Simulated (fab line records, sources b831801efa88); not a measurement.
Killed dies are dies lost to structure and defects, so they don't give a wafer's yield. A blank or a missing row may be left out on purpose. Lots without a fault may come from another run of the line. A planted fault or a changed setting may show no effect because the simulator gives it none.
Chamber matching | flow gf180mcu | GF_V2_CVD_02 on pecvd-01: 3 sister chambers
The step deposits SiO2 from TEOS, target thk 850 nm, time 94.851 s. 3 wafers are shown with their chamber, then 8 later ones without.

WAFERS WITH THEIR CHAMBER
wafer  | chamber | heater_power_w (W)
L796.5 | 1       | 710
L808.2 | 2       | 514
L810.1 | 0       | 552

WAFERS WITHOUT THEIR CHAMBER
wafer  | heater_power_w (W)
L810.3 | 652
L810.4 | 552
L814.1 | 636
L814.4 | 672
L814.6 | 539
L815.1 | 521
L815.3 | 524
L815.5 | 785

WHICH CHAMBER EACH WENT THROUGH
wafer  | from the rows above          | in truth
L810.3 | can't be placed: 1 or 0 or 2 | 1
L810.4 | can't be placed: 0 or 2      | 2
L814.1 | can't be placed: 1 or 0 or 2 | 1
L814.4 | can't be placed: 1 or 0      | 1
L814.6 | can't be placed: 0 or 2      | 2
L815.1 | can't be placed: 2 or 0      | 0
L815.3 | can't be placed: 2 or 0      | 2
L815.5 | 1                            | 1
Placed correctly: 1 of 8. Can't be placed from these rows: 7 (the true chamber is among the candidates in 7). Placed wrongly: 0.
How it was worked out, from the rows above alone: a wafer's distance from a chamber is the root of the sum, over the readings, of the square of ((its reading less the chamber's mean) divided by the reading's scatter). The wafer belongs to the nearest chamber; if the next one is less than 2 further off, it can't be placed. A chamber's mean is the mean of its shown wafers. The scatter: with one shown wafer a chamber, the root of the mean of the squares of how far each hidden wafer lies from its nearest shown one.
